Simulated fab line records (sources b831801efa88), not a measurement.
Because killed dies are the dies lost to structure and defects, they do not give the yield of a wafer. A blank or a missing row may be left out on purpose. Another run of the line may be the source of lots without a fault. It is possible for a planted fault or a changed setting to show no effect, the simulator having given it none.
fab line records || flow sky130 || part 2 of 2: steps 25 to 25 of 25
record: {"lots": 7, "wafers": 21, "last-day": 49}
route steps=708 shown VIA2@527 METAL3@532 CAPM@537 PAD_OPEN@708
lots that met no fault: taken from a fault-free run of the same line
start-h: the number of hours between the record's first day and the start of the first shown wafer of the lot || wait-h: hours since the lot's step before || " the same as in the row above || L1.1+2: a row that stands for several wafers || - value missing, or start not given || * or withheld: withheld || < > ~ a bound
route shown NAME@n: names a module that has steps shown in the file, with the first one's number in the route || usual: the fault-free wafers' mean and standard deviation || same: alike in all rows || chamber/n: place in a boat || sites: the reading at each site || _std_site: the values' standard deviation || _edge_site: inner sites' mean taken away from outer sites' mean || radius-mm: how far each site lies from the wafer's centre || mask NAME#n: copy n || behind: the tool/chamber that last shaped the wafer || hold: what put the lot on hold/how long, in hours/how the hold closed || device: which transistor (n, p or np) failed to switch || end of line: at the end of the route, the tests of the same wafers || a step with no rows: only its recipe || killed: dies that structure and defects cost at the first sort, which is not the same as the wafer's yield || map: the dies of a wafer, with x for killed, . for not killed, _ for no die there
set.NAME: the run value of the setting; set.NAME@STEP: its run value at that earlier step || model.NAME: the simulator's own value behind a step, which no gauge read
lots at selected steps of the route; one table per step, one row per wafer
services: the hour from which a tool's chamber was out of use, counted from the record's first day as start-h (under 0 if before that day), plus the number of hours and why
== steps ==
step: SKY_PAD_OPEN_PROBE_99
usual: {"defect-limited-yield": "82.4/2", "killed_at_M0_to_M3": "44/7.1", "killed_at_M4_up": "3/1.6", "killed-at-contacts": "24/5.4", "killed-at-front-end": "15/4.7", "killed-at-other": "0.3/0.51", "killed-dies": "87/9.9", "killed-on-rim": "17/4", "killed-open": "48/7.6", "killed-short": "39/6.3", "sort_bin_3_pad_short": "0.9/0.39", "sort_bin_5_function": "10.5/1.6", "sort_bin_6_memory": "6.3/1.1", "sort-n-pass": "405/9.9", "sort-yield-pct": "82.4/2"}
same: {"gross-dies": 492, "killed-at-back-side": 0, "sort_bin_4_leakage[%]": 0, "sort_bin_8_speed[%]": 0}
{"lot.wafer": "L351.2", "tool": "prober-02", "chamber": "-", "start-h": 1075.19, "wait-h": 0.1, "defect-limited-yield[%]": 83.3, "killed_at_M0_to_M3": 38, "killed_at_M4_up": 1, "killed-at-contacts": 20, "killed-at-front-end": 22, "killed-at-other": 1, "killed-dies": 82, "killed-on-rim": 15, "killed-open": 47, "killed-short": 35, "sort_bin_3_pad_short[%]": 1.0, "sort_bin_5_function[%]": 10.4, "sort_bin_6_memory[%]": 5.3, "sort-n-pass": 410, "sort-yield-pct[%]": 83.3}
{"lot.wafer": "L351.4", "tool": "prober-02", "chamber": "-", "start-h": 1075.29, "wait-h": 0.2, "defect-limited-yield[%]": 79.5, "killed_at_M0_to_M3": 45, "killed_at_M4_up": 4, "killed-at-contacts": 40, "killed-at-front-end": 11, "killed-at-other": 1, "killed-dies": 101, "killed-on-rim": 19, "killed-open": 55, "killed-short": 46, "sort_bin_3_pad_short[%]": 1.2, "sort_bin_5_function[%]": 10.6, "sort_bin_6_memory[%]": 8.7, "sort-n-pass": 391, "sort-yield-pct[%]": 79.5}
{"lot.wafer": "L351.6", "tool": "prober-02", "chamber": "-", "start-h": 1075.39, "wait-h": 0.2, "defect-limited-yield[%]": 82.9, "killed_at_M0_to_M3": 43, "killed_at_M4_up": 1, "killed-at-contacts": 29, "killed-at-front-end": 11, "killed-at-other": 0, "killed-dies": 84, "killed-on-rim": 14, "killed-open": 60, "killed-short": 24, "sort_bin_3_pad_short[%]": 0.2, "sort_bin_5_function[%]": 10.8, "sort_bin_6_memory[%]": 6.1, "sort-n-pass": 408, "sort-yield-pct[%]": 82.9}
{"lot.wafer": "L352.3", "tool": "prober-01", "chamber": "-", "start-h": 1079.34, "wait-h": 0.2, "defect-limited-yield[%]": 82.7, "killed_at_M0_to_M3": 47, "killed_at_M4_up": 0, "killed-at-contacts": 20, "killed-at-front-end": 18, "killed-at-other": 0, "killed-dies": 85, "killed-on-rim": 18, "killed-open": 49, "killed-short": 36, "sort_bin_3_pad_short[%]": 1.2, "sort_bin_5_function[%]": 8.5, "sort_bin_6_memory[%]": 7.5, "sort-n-pass": 407, "sort-yield-pct[%]": 82.7}
{"lot.wafer": "L352.4", "tool": "prober-01", "chamber": "-", "start-h": 1079.39, "wait-h": 0.2, "defect-limited-yield[%]": 81.5, "killed_at_M0_to_M3": 45, "killed_at_M4_up": 1, "killed-at-contacts": 19, "killed-at-front-end": 26, "killed-at-other": 0, "killed-dies": 91, "killed-on-rim": 14, "killed-open": 51, "killed-short": 40, "sort_bin_3_pad_short[%]": 0.8, "sort_bin_5_function[%]": 11.8, "sort_bin_6_memory[%]": 5.9, "sort-n-pass": 401, "sort-yield-pct[%]": 81.5}
{"lot.wafer": "L352.6", "tool": "prober-01", "chamber": "-", "start-h": 1079.49, "wait-h": 0.2, "defect-limited-yield[%]": 81.7, "killed_at_M0_to_M3": 52, "killed_at_M4_up": 2, "killed-at-contacts": 22, "killed-at-front-end": 14, "killed-at-other": 0, "killed-dies": 90, "killed-on-rim": 20, "killed-open": 60, "killed-short": 30, "sort_bin_3_pad_short[%]": 0.8, "sort_bin_5_function[%]": 12.8, "sort_bin_6_memory[%]": 4.7, "sort-n-pass": 402, "sort-yield-pct[%]": 81.7}
{"lot.wafer": "L358.2", "tool": "prober-02", "chamber": "-", "start-h": 1132.25, "wait-h": 0.1, "defect-limited-yield[%]": 84.8, "killed_at_M0_to_M3": 36, "killed_at_M4_up": 3, "killed-at-contacts": 23, "killed-at-front-end": 13, "killed-at-other": 0, "killed-dies": 75, "killed-on-rim": 14, "killed-open": 37, "killed-short": 38, "sort_bin_3_pad_short[%]": 0.8, "sort_bin_5_function[%]": 8.7, "sort_bin_6_memory[%]": 5.7, "sort-n-pass": 417, "sort-yield-pct[%]": 84.8}
{"lot.wafer": "L358.3", "tool": "prober-02", "chamber": "-", "start-h": 1132.30, "wait-h": 0.2, "defect-limited-yield[%]": 81.5, "killed_at_M0_to_M3": 36, "killed_at_M4_up": 1, "killed-at-contacts": 25, "killed-at-front-end": 28, "killed-at-other": 1, "killed-dies": 91, "killed-on-rim": 15, "killed-open": 54, "killed-short": 37, "sort_bin_3_pad_short[%]": 1.0, "sort_bin_5_function[%]": 12.8, "sort_bin_6_memory[%]": 4.7, "sort-n-pass": 401, "sort-yield-pct[%]": 81.5}
{"lot.wafer": "L358.4", "tool": "prober-02", "chamber": "-", "start-h": 1132.35, "wait-h": 0.2, "defect-limited-yield[%]": 82.7, "killed_at_M0_to_M3": 33, "killed_at_M4_up": 7, "killed-at-contacts": 28, "killed-at-front-end": 17, "killed-at-other": 0, "killed-dies": 85, "killed-on-rim": 20, "killed-open": 51, "killed-short": 34, "sort_bin_3_pad_short[%]": 0.8, "sort_bin_5_function[%]": 10.0, "sort_bin_6_memory[%]": 6.5, "sort-n-pass": 407, "sort-yield-pct[%]": 82.7}
{"lot.wafer": "L360.4", "tool": "prober-01", "chamber": "-", "start-h": 1134.35, "wait-h": 0.2, "defect-limited-yield[%]": 81.3, "killed_at_M0_to_M3": 41, "killed_at_M4_up": 3, "killed-at-contacts": 36, "killed-at-front-end": 11, "killed-at-other": 1, "killed-dies": 92, "killed-on-rim": 13, "killed-open": 57, "killed-short": 35, "sort_bin_3_pad_short[%]": 1.2, "sort_bin_5_function[%]": 12.8, "sort_bin_6_memory[%]": 4.7, "sort-n-pass": 400, "sort-yield-pct[%]": 81.3}
{"lot.wafer": "L360.5", "tool": "prober-01", "chamber": "-", "start-h": 1134.40, "wait-h": 0.2, "defect-limited-yield[%]": 79.3, "killed_at_M0_to_M3": 53, "killed_at_M4_up": 6, "killed-at-contacts": 32, "killed-at-front-end": 11, "killed-at-other": 0, "killed-dies": 102, "killed-on-rim": 25, "killed-open": 46, "killed-short": 56, "sort_bin_3_pad_short[%]": 1.6, "sort_bin_5_function[%]": 12.6, "sort_bin_6_memory[%]": 6.5, "sort-n-pass": 390, "sort-yield-pct[%]": 79.3}
{"lot.wafer": "L360.6", "tool": "prober-01", "chamber": "-", "start-h": 1134.45, "wait-h": 0.2, "defect-limited-yield[%]": 83.7, "killed_at_M0_to_M3": 39, "killed_at_M4_up": 3, "killed-at-contacts": 29, "killed-at-front-end": 9, "killed-at-other": 0, "killed-dies": 80, "killed-on-rim": 14, "killed-open": 55, "killed-short": 25, "sort_bin_3_pad_short[%]": 0.6, "sort_bin_5_function[%]": 9.3, "sort_bin_6_memory[%]": 6.3, "sort-n-pass": 412, "sort-yield-pct[%]": 83.7}
{"lot.wafer": "L361.1", "tool": "prober-02", "chamber": "-", "start-h": 1136.24, "wait-h": 0.1, "defect-limited-yield[%]": 83.5, "killed_at_M0_to_M3": 33, "killed_at_M4_up": 2, "killed-at-contacts": 26, "killed-at-front-end": 20, "killed-at-other": 0, "killed-dies": 81, "killed-on-rim": 19, "killed-open": 50, "killed-short": 31, "sort_bin_3_pad_short[%]": 0.4, "sort_bin_5_function[%]": 10.8, "sort_bin_6_memory[%]": 5.3, "sort-n-pass": 411, "sort-yield-pct[%]": 83.5}
{"lot.wafer": "L361.2", "tool": "prober-02", "chamber": "-", "start-h": 1136.29, "wait-h": 0.1, "defect-limited-yield[%]": 82.9, "killed_at_M0_to_M3": 42, "killed_at_M4_up": 6, "killed-at-contacts": 22, "killed-at-front-end": 14, "killed-at-other": 0, "killed-dies": 84, "killed-on-rim": 18, "killed-open": 42, "killed-short": 42, "sort_bin_3_pad_short[%]": 0.4, "sort_bin_5_function[%]": 11.2, "sort_bin_6_memory[%]": 5.5, "sort-n-pass": 408, "sort-yield-pct[%]": 82.9}
{"lot.wafer": "L361.5", "tool": "prober-02", "chamber": "-", "start-h": 1136.44, "wait-h": 0.2, "defect-limited-yield[%]": 85.4, "killed_at_M0_to_M3": 42, "killed_at_M4_up": 4, "killed-at-contacts": 18, "killed-at-front-end": 8, "killed-at-other": 0, "killed-dies": 72, "killed-on-rim": 20, "killed-open": 40, "killed-short": 32, "sort_bin_3_pad_short[%]": 0.4, "sort_bin_5_function[%]": 8.5, "sort_bin_6_memory[%]": 5.7, "sort-n-pass": 420, "sort-yield-pct[%]": 85.4}
{"lot.wafer": "L364.1", "tool": "prober-02", "chamber": "-", "start-h": 1153.89, "wait-h": 0.1, "defect-limited-yield[%]": 81.5, "killed_at_M0_to_M3": 46, "killed_at_M4_up": 1, "killed-at-contacts": 29, "killed-at-front-end": 15, "killed-at-other": 0, "killed-dies": 91, "killed-on-rim": 16, "killed-open": 51, "killed-short": 40, "sort_bin_3_pad_short[%]": 1.4, "sort_bin_5_function[%]": 10.2, "sort_bin_6_memory[%]": 6.9, "sort-n-pass": 401, "sort-yield-pct[%]": 81.5}
{"lot.wafer": "L364.3", "tool": "prober-02", "chamber": "-", "start-h": 1153.99, "wait-h": 0.2, "defect-limited-yield[%]": 82.1, "killed_at_M0_to_M3": 51, "killed_at_M4_up": 1, "killed-at-contacts": 20, "killed-at-front-end": 14, "killed-at-other": 2, "killed-dies": 88, "killed-on-rim": 23, "killed-open": 52, "killed-short": 36, "sort_bin_3_pad_short[%]": 1.2, "sort_bin_5_function[%]": 11.6, "sort_bin_6_memory[%]": 5.1, "sort-n-pass": 404, "sort-yield-pct[%]": 82.1}
{"lot.wafer": "L364.5", "tool": "prober-02", "chamber": "-", "start-h": 1154.09, "wait-h": 0.2, "defect-limited-yield[%]": 81.5, "killed_at_M0_to_M3": 46, "killed_at_M4_up": 3, "killed-at-contacts": 21, "killed-at-front-end": 21, "killed-at-other": 0, "killed-dies": 91, "killed-on-rim": 16, "killed-open": 51, "killed-short": 40, "sort_bin_3_pad_short[%]": 0.4, "sort_bin_5_function[%]": 11.0, "sort_bin_6_memory[%]": 7.1, "sort-n-pass": 401, "sort-yield-pct[%]": 81.5}
{"lot.wafer": "L369.3", "tool": "prober-01", "chamber": "-", "start-h": 1175.64, "wait-h": 0.2, "defect-limited-yield[%]": 82.3, "killed_at_M0_to_M3": 49, "killed_at_M4_up": 4, "killed-at-contacts": 23, "killed-at-front-end": 10, "killed-at-other": 1, "killed-dies": 87, "killed-on-rim": 20, "killed-open": 49, "killed-short": 38, "sort_bin_3_pad_short[%]": 0.8, "sort_bin_5_function[%]": 8.9, "sort_bin_6_memory[%]": 7.9, "sort-n-pass": 405, "sort-yield-pct[%]": 82.3}
{"lot.wafer": "L369.5", "tool": "prober-01", "chamber": "-", "start-h": 1175.74, "wait-h": 0.2, "defect-limited-yield[%]": 80.9, "killed_at_M0_to_M3": 48, "killed_at_M4_up": 4, "killed-at-contacts": 29, "killed-at-front-end": 13, "killed-at-other": 0, "killed-dies": 94, "killed-on-rim": 12, "killed-open": 54, "killed-short": 40, "sort_bin_3_pad_short[%]": 1.2, "sort_bin_5_function[%]": 11.6, "sort_bin_6_memory[%]": 6.3, "sort-n-pass": 398, "sort-yield-pct[%]": 80.9}
{"lot.wafer": "L369.6", "tool": "prober-01", "chamber": "-", "start-h": 1175.79, "wait-h": 0.2, "defect-limited-yield[%]": 80.5, "killed_at_M0_to_M3": 53, "killed_at_M4_up": 1, "killed-at-contacts": 22, "killed-at-front-end": 20, "killed-at-other": 0, "killed-dies": 96, "killed-on-rim": 21, "killed-open": 53, "killed-short": 43, "sort_bin_3_pad_short[%]": 1.2, "sort_bin_5_function[%]": 11.6, "sort_bin_6_memory[%]": 6.7, "sort-n-pass": 396, "sort-yield-pct[%]": 80.5}
killed by level:class
L351.2 CONTACT:geometric-particle:open=9 VIA1:geometric-particle:open=8 VIA2:geometric-particle:open=7 VIA2:geometric-particle:short=7 LI_CONTACT:geometric-particle:open=6 FIELD_ISO:geometric-particle:open=5 POLY_GATE:geometric-particle:short=5 POLY_GATE:geometric-particle:open=4
L351.4 CONTACT:geometric-particle:open=14 VIA3:geometric-particle:open=12 LI_CONTACT:geometric-particle:open=9 LOCAL_INTERCONNECT:geometric-particle:short=8 VIA2:geometric-particle:open=8 CONTACT:geometric-particle:short=7 METAL2:geometric-particle:short=6 METAL1:geometric-particle:short=5
L351.6 CONTACT:geometric-particle:open=14 VIA1:geometric-particle:open=13 LI_CONTACT:geometric-particle:open=11 VIA3:geometric-particle:open=9 POLY_GATE:geometric-particle:short=6 VIA2:geometric-particle:open=6 METAL1:geometric-particle:short=4 VIA3:geometric-particle:short=3
L352.3 VIA2:geometric-particle:open=12 FIELD_ISO:geometric-particle:open=7 CONTACT:geometric-particle:open=7 VIA1:geometric-particle:open=7 VIA1:geometric-particle:short=6 VIA3:geometric-particle:open=6 LI_CONTACT:geometric-particle:open=5 METAL2:geometric-particle:short=4
L352.4 FIELD_ISO:geometric-particle:open=12 VIA1:geometric-particle:open=12 METAL1:geometric-particle:short=8 VIA2:geometric-particle:short=8 CONTACT:geometric-particle:open=7 FIELD_ISO:geometric-particle:short=4 POLY_GATE:geometric-particle:open=4 LI_CONTACT:geometric-particle:open=4
L352.6 VIA1:geometric-particle:open=15 LI_CONTACT:geometric-particle:open=10 VIA3:geometric-particle:open=9 VIA2:geometric-particle:open=7 CONTACT:geometric-particle:open=5 METAL2:geometric-particle:short=5 VIA2:geometric-particle:short=5 POLY_GATE:geometric-particle:open=4
L358.2 VIA1:geometric-particle:open=12 LI_CONTACT:geometric-particle:open=11 METAL1:geometric-particle:short=8 POLY_GATE:geometric-particle:short=5 CONTACT:geometric-particle:short=5 VIA2:geometric-particle:open=5 VIA3:geometric-particle:short=4 LOCAL_INTERCONNECT:geometric-particle:short=4
L358.3 CONTACT:geometric-particle:open=12 VIA1:geometric-particle:open=10 VIA3:geometric-particle:open=8 POLY_GATE:geometric-particle:open=6 SPACER:geometric-particle:short=6 FIELD_ISO:geometric-particle:short=5 LI_CONTACT:geometric-particle:open=5 POLY_GATE:geometric-particle:short=4
L358.4 VIA1:geometric-particle:open=11 CONTACT:geometric-particle:open=8 VIA2:geometric-particle:open=8 LOCAL_INTERCONNECT:geometric-particle:short=6 POLY_GATE:geometric-particle:short=5 LI_CONTACT:geometric-particle:open=4 CONTACT:geometric-particle:short=4 VIA3:geometric-particle:open=4
L360.4 CONTACT:geometric-particle:open=15 VIA1:geometric-particle:open=11 LI_CONTACT:geometric-particle:open=9 VIA1:geometric-particle:short=8 VIA2:geometric-particle:open=6 METAL1:geometric-particle:short=5 LOCAL_INTERCONNECT:geometric-particle:short=4 CONTACT:geometric-particle:short=4
L360.5 VIA1:geometric-particle:open=15 CONTACT:geometric-particle:short=10 VIA1:geometric-particle:short=9 VIA2:geometric-particle:open=9 LI_CONTACT:geometric-particle:open=8 FIELD_ISO:geometric-particle:short=6 LOCAL_INTERCONNECT:geometric-particle:short=6 CONTACT:geometric-particle:open=6
L360.6 CONTACT:geometric-particle:open=11 VIA2:geometric-particle:open=10 METAL1:geometric-particle:short=7 LOCAL_INTERCONNECT:geometric-particle:open=6 LI_CONTACT:geometric-particle:open=5 VIA1:geometric-particle:open=5 VIA3:geometric-particle:open=5 CONTACT:geometric-particle:short=4
L361.1 VIA1:geometric-particle:open=9 FIELD_ISO:geometric-particle:open=8 VIA2:geometric-particle:open=8 CONTACT:geometric-particle:open=8 LI_CONTACT:geometric-particle:open=7 CONTACT:geometric-particle:short=5 POLY_GATE:geometric-particle:short=4 LOCAL_INTERCONNECT:geometric-particle:short=4
L361.2 VIA1:geometric-particle:open=11 CONTACT:geometric-particle:open=8 METAL2:geometric-particle:short=8 CONTACT:geometric-particle:short=6 LI_CONTACT:geometric-particle:open=6 FIELD_ISO:geometric-particle:short=5 METAL4:geometric-particle:short=5 VIA1:geometric-particle:short=5
L361.5 VIA1:geometric-particle:open=14 METAL1:geometric-particle:short=11 CONTACT:geometric-particle:open=6 VIA3:geometric-particle:open=4 VIA2:geometric-particle:open=4 VIA3:geometric-particle:short=4 FIELD_ISO:geometric-particle:open=3 LI_CONTACT:geometric-particle:open=3
L364.1 CONTACT:geometric-particle:open=14 VIA1:geometric-particle:open=13 VIA2:geometric-particle:open=7 VIA1:geometric-particle:short=6 LI_CONTACT:geometric-particle:open=6 METAL2:geometric-particle:short=6 FIELD_ISO:geometric-particle:open=5 POLY_GATE:geometric-particle:short=4
L364.3 VIA1:geometric-particle:open=11 VIA3:geometric-particle:open=8 METAL1:geometric-particle:short=7 VIA1:geometric-particle:short=7 POLY_GATE:geometric-particle:open=6 CONTACT:geometric-particle:open=6 LI_CONTACT:geometric-particle:open=5 VIA2:geometric-particle:open=5
L364.5 VIA1:geometric-particle:open=11 METAL1:geometric-particle:short=8 POLY_GATE:geometric-particle:open=7 CONTACT:geometric-particle:open=7 LI_CONTACT:geometric-particle:open=5 METAL2:geometric-particle:short=5 VIA3:geometric-particle:open=5 FIELD_ISO:geometric-particle:short=4
L369.3 VIA1:geometric-particle:open=11 CONTACT:geometric-particle:open=10 LI_CONTACT:geometric-particle:open=9 VIA3:geometric-particle:open=7 METAL2:geometric-particle:short=6 VIA3:geometric-particle:short=6 VIA2:geometric-particle:open=5 VIA2:geometric-particle:short=4
L369.5 VIA1:geometric-particle:open=12 CONTACT:geometric-particle:open=11 VIA3:geometric-particle:open=8 METAL2:geometric-particle:short=7 LI_CONTACT:geometric-particle:open=6 METAL1:geometric-particle:short=5 VIA1:geometric-particle:short=5 LI_CONTACT:geometric-particle:short=4
L369.6 CONTACT:geometric-particle:open=11 VIA1:geometric-particle:open=10 VIA1:geometric-particle:short=9 METAL1:geometric-particle:short=8 POLY_GATE:geometric-particle:open=7 VIA2:geometric-particle:open=6 METAL1:geometric-particle:open=5 METAL2:geometric-particle:short=5
== services ==
{"tool": "cmp-01", "chamber": "-", "start-h": 839.18, "hours": 0.9, "kind": "repair"}
{"tool": "cmp-01", "chamber": "-", "start-h": 850.44, "hours": 7.2, "kind": "pm"}
{"tool": "pvd-sputter-02", "chamber": "-", "start-h": 853.56, "hours": 1.4, "kind": "repair"}
{"tool": "rie-metal-03", "chamber": 0, "start-h": 860.64, "hours": 5.8, "kind": "repair"}
{"tool": "cmp-02", "chamber": "-", "start-h": 869.08, "hours": 0.5, "kind": "repair"}
{"tool": "pvd-sputter-01", "chamber": "-", "start-h": 878.99, "hours": 1.3, "kind": "repair"}
{"tool": "pvd-sputter-04", "chamber": "-", "start-h": 882.69, "hours": 7.0, "kind": "repair"}
{"tool": "cmp-02", "chamber": "-", "start-h": 885.63, "hours": 1.4, "kind": "repair"}
{"tool": "plasma-asher-04", "chamber": "-", "start-h": 888.44, "hours": 2.3, "kind": "repair"}
{"tool": "pvd-sputter-01", "chamber": "-", "start-h": 908.66, "hours": 1.5, "kind": "repair"}
{"tool": "cmp-02", "chamber": "-", "start-h": 912.22, "hours": 4.0, "kind": "pm"}
{"tool": "cmp-02", "chamber": "-", "start-h": 919.57, "hours": 0.5, "kind": "repair"}
{"tool": "plasma-asher-02", "chamber": "-", "start-h": 923.70, "hours": 1.6, "kind": "repair"}
{"tool": "plasma-asher-02", "chamber": "-", "start-h": 923.72, "hours": 0.9, "kind": "repair"}
{"tool": "pvd-sputter-04", "chamber": "-", "start-h": 941.97, "hours": 3.6, "kind": "repair"}
{"tool": "cmp-02", "chamber": "-", "start-h": 942.08, "hours": 4.7, "kind": "pm"}
{"tool": "pvd-sputter-02", "chamber": "-", "start-h": 942.76, "hours": 0.7, "kind": "repair"}
{"tool": "plasma-asher-04", "chamber": "-", "start-h": 953.35, "hours": 3.3, "kind": "repair"}
{"tool": "pvd-sputter-04", "chamber": "-", "start-h": 958.96, "hours": 1.2, "kind": "repair"}
{"tool": "plasma-asher-03", "chamber": "-", "start-h": 961.75, "hours": 1.2, "kind": "repair"}
{"tool": "rie-metal-01", "chamber": "-", "start-h": 969.68, "hours": 0.5, "kind": "repair"}
{"tool": "cmp-01", "chamber": "-", "start-h": 972.65, "hours": 0.3, "kind": "repair"}
{"tool": "rie-metal-03", "chamber": "-", "start-h": 973.22, "hours": 14.6, "kind": "pm"}
{"tool": "rie-metal-03", "chamber": 1, "start-h": 995.99, "hours": 189.0, "kind": "repair"}
